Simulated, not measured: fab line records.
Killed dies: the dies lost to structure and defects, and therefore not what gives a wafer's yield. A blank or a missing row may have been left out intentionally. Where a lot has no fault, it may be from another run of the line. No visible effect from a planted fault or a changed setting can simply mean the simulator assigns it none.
Struck lot and sound lot, side by side -- flow sky130 -- 15 steps out of a route of 708
Sound: these wafers, L627.1, L627.2, L627.4. Wafers struck: L638.1, L638.4, L638.5. Last of all comes the cause.
Each step with rows lists, per side, the tool, then ch with its chambers, then its first start. Under that, the readings that differ: sound wafers -- struck wafers -- difference of the means -- sigmas: that difference in standard deviations of wafers without a fault.
alike: readings whose means differ by less than 2 such deviations, and words and numbers that are the same on both sides. not compared: withheld readings, readings that some wafer has no value for, bounds like >300 that may hide the same value, and numbers for which the record gives no deviation and whose values overlap.
Wherever a step has rows on one side only, a row that says differs or no value, or a row with sigmas, the two part there. Numbers that have no deviation but don't overlap get no sigmas and don't part them. A reading that every wafer of one side lacks parts them only if that side has two wafers or more.

first, 8 steps without rows for these wafers: SKY_METAL4_DEHYDRATE_05 (time 60 s); SKY_METAL4_HMDS_06 (prime time 60 s); SKY_METAL4_COAT_07 (resist thk 60 nm); SKY_METAL4_COAT_08 (resist thk 1140 nm); SKY_METAL4_SOFTBAKE_09 (time 90 s); SKY_METAL4_EXPOSE_10 (exposes mask MM4, target cd 300 nm); SKY_METAL4_PEB_11; SKY_METAL4_DEVELOP_12 (develop time 60 s).
SKY_METAL4_CD_MEAS_13 targets a cd of 300 nm.
  sound: cd-sem-01 at day 42 06:19; struck: cd-sem-02 at day 45 13:28
  alike: cd-nm
SKY_METAL4_OVL_MEAS_14:
  sound: overlay-02 at day 42 06:26; struck: overlay-01 at day 45 13:35
  alike: METAL4_OVL
SKY_METAL4_DESCUM_15: chemistry O2, time 8 s.
  sound on rie-metal-02 ch 0,1, day 42 06:29; struck on rie-metal-02 ch 0, day 45 13:38
  alike: drypump-motor-current-A, oes-product-au, rf-fwd-power-W
  not compared: rf-hours-counter-h
SKY_METAL4_ETCH_16: etches BARC in N2/H2, stops on SiO2, time 88.2 s, target depth 60 nm.
  sound on rie-metal-02 ch 0,1, day 42 06:31; struck on rie-metal-02 ch 0, day 45 13:40
  alike: bias-w, chamber-pressure-mTorr, drypump-motor-current-A, oes-product-au, rf-fwd-power-W, throttle-valve-pct
  not compared: rf-hours-counter-h
SKY_METAL4_ETCH_17: etches SiO2 in C4F8/O2/Ar, stops on TiN, time 3.9 s, target depth 15 nm.
  sound on rie-diel-01 ch 1,2,3, day 42 06:37; struck on rie-diel-01 ch 1,2,3, day 45 13:46
  no value came back on the struck wafers for any of 5 readings (bias-w (W), chamber-pressure-mTorr (mTorr) and others); on the sound wafers bias-w (W) reads 1194 1196 1199
SKY_METAL4_METAL_ETCH_18: etches the open film in Cl2/BCl3, stops on SiO2, target depth 845 nm, time 183.1 s.
  sound on rie-metal-03 ch 0,1, day 42 06:37; struck on rie-metal-03 ch 0,1, day 45 13:47
  alike: bcl3-flow-sccm, bias-w, drypump-motor-current-A, oes-product-au, rf-fwd-power-W, throttle-valve-pct
  not compared: rf-hours-counter-h
-- the record jumps here: 4 days lie between the struck wafers' starts before and after (it left off in module METAL4 and takes up again in module PAD_OPEN, whose first step shown is number 708 of the route) --
SKY_PAD_OPEN_PROBE_99:
  sound: prober-01 at day 46 05:44; struck: prober-02 at day 49 02:14
reading,sound,struck,difference,sigmas
hold,- - -,await-dispo/0.2h/scrap await-dispo/0.2h/scrap await-dispo/0.2h/scrap,no value on the sound wafers,
defect-limited-yield (%),83.7 84.6 87.4,0 0 0,-85,-43
killed_at_M4_up,4 3 4,410 399 409,+402,+99 or more
killed-dies,80 76 62,492 492 492,+419,+42
killed-on-rim,12 16 13,96 96 96,+82,+22
sort_bin_5_function (%),11.8 9.6 6.3,92.1 91.7 93.1,+83.1,+55
sort-n-pass,412 416 430,0 0 0,-419,-42
sort-yield-pct (%),83.7 84.6 87.4,0 0 0,-85,-43
  alike: killed_at_M0_to_M3, killed-at-contacts, killed-at-front-end, killed-at-other, killed-open, killed-short, sort_bin_3_pad_short, sort_bin_6_memory

## WHERE THEY PART
Earliest at SKY_METAL4_ETCH_17; latest, in this record, at SKY_PAD_OPEN_PROBE_99.

WHY: what had been put in by the simulator
Entire step skipped (rie-diel-01, SKY_METAL4_ETCH_17), from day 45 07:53 onward. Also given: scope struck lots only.
